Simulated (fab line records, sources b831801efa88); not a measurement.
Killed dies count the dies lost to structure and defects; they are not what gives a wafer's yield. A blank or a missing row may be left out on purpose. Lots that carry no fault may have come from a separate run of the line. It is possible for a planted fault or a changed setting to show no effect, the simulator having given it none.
Matching of chambers	flow gf180mcu	GF_PASSIVATION_CVD_02 on pecvd-03 has 3 sister chambers
The step deposits Si3N4, target thk 700 nm, time 486.18 s. 6 wafers are shown with their chamber, then 12 later ones without.

== WAFERS WITH THEIR CHAMBER ==
wafer	chamber	heater-power-w (W)
L081.5	1	760
L083.1	1	811
L087.6	0	861
L088.1	2	614
L088.4	2	658
L088.5	0	906

== WAFERS WITH NO CHAMBER GIVEN ==
wafer	heater-power-w (W)
L090.3	732
L090.5	663
L090.6	600
L092.1	716
L092.3	699
L092.6	871
L096.1	779
L096.2	861
L096.3	621
L096.4	805
L096.5	882
L096.6	678

== WHICH CHAMBER EACH ONE RAN IN ==
wafer	from the rows above	in truth
L090.3	can't be placed: 1 or 2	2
L090.5	2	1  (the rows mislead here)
L090.6	2	2
L092.1	can't be placed: 1 or 2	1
L092.3	can't be placed: 2 or 1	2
L092.6	0	0
L096.1	1	1
L096.2	can't be placed: 0 or 1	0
L096.3	2	2
L096.4	can't be placed: 1 or 0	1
L096.5	0	0
L096.6	can't be placed: 2 or 1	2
Correctly placed: 5 of 12. Can't be placed from these rows: 6 (the true chamber is among the candidates in 6). Number placed wrongly: 1.
How it was worked out, from the rows above alone: a wafer's distance from a chamber is the root of the sum, over the readings, of the square of ((its reading less the chamber's mean) divided by the reading's scatter). The wafer belongs to the nearest chamber; if the next one is less than 2 further off, it can't be placed. Each chamber's mean is taken over the wafers shown for it. How the scatter is found: for the shown wafers, subtract from each reading the mean of its chamber, square and add these, divide the total by (wafers less chambers), then take the root.
